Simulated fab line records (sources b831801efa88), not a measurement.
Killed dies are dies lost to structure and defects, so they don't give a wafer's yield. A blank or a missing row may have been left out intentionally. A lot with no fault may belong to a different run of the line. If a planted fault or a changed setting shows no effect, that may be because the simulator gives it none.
2 desks, one fault -- flow sky130 -- only its own numbers are on each desk; what lay behind them is given at the end

== DESK OF THE TOOL OWNER: pvd_sputter-04 ==
The tool's own readings at SKY_METAL2_SPUTTER_02 (material AlCu, target thk 250 nm, time 13.3 s): means of the sampled wafers that have a number, for each lot that ran on this tool. If a lot's mean is further than 4 standard deviations from the usual mean, the lot is out of limits and carries the mark OUT (the distance appears in the brackets).
Columns: A = throttle_valve_pct at SKY_METAL2_SPUTTER_02, usual 29.8 %
lot,first seen here,A
L725,day 34 19:29,29.5
L728,day 35 19:56,28.4
L731,day 36 14:47,29.6
L740,day 39 10:36,29.8
L742,day 39 22:38,30.5
This desk's verdict: no lot among the 5 shows anything out of limits.

== AT THE METROLOGY DESK ==
Lot by lot, what the gauges showed, no matter which tool ran the lot: averages of those sampled wafers that carry a number. If a lot's mean is further than 4 standard deviations from the usual mean, the lot is out of limits and carries the mark OUT (the distance appears in the brackets).
Columns: A = METAL2_ALCU_RS at SKY_METAL2_RS_MEAS_05, usual 0.1271 ohm/sq; B = METAL2_ALCU_THK at SKY_METAL2_THK_MEAS_06, usual 248.1 nm; C = METAL2_OVL at SKY_METAL2_OVL_MEAS_16, usual 2 nm
lot,first seen here,A,B,C
L725,day 34 19:37,0.1256,250.4,-1
L728,day 35 20:02,0.1351 (+6.6) OUT,232.6 (-6.2) OUT,2
L730,day 36 11:20,0.1271,247.7,4
L731,day 36 14:52,0.1310,241.0,2
L732,day 36 22:58,0.1269,247.1,-5
L737,day 38 17:26,0.1286,245.8,4
L738,day 38 21:00,0.1271,247.3,7
L740,day 39 10:41,0.1261,251.4,-2
L742,day 39 22:44,0.1277,246.8,4
L743,day 40 05:22,0.1282,247.7,3
This desk's finding: out of limits on L728; first on L728, day 35 20:02 (METAL2_ALCU_RS at SKY_METAL2_RS_MEAS_05). In limits: L725, L730, L731, L732, L737, L738, L740, L742, L743.

== BROUGHT TOGETHER ==
Metrology desk: alarm possible at day 35 20:02 on L728.
The desk of the tool owner found nothing out of limits.
Tool owner's desk: L728 on record, inside its limits.
The lots listed all ran SKY_METAL2_SPUTTER_02 on pvd_sputter-04.

== WHAT THE SIMULATOR HAD INSERTED ==
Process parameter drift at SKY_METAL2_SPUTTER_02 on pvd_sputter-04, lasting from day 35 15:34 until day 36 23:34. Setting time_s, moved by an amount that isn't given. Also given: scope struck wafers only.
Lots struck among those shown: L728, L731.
Time in hours between the start of the fault and the first out-of-limits reading at each desk: metrology desk, 4.
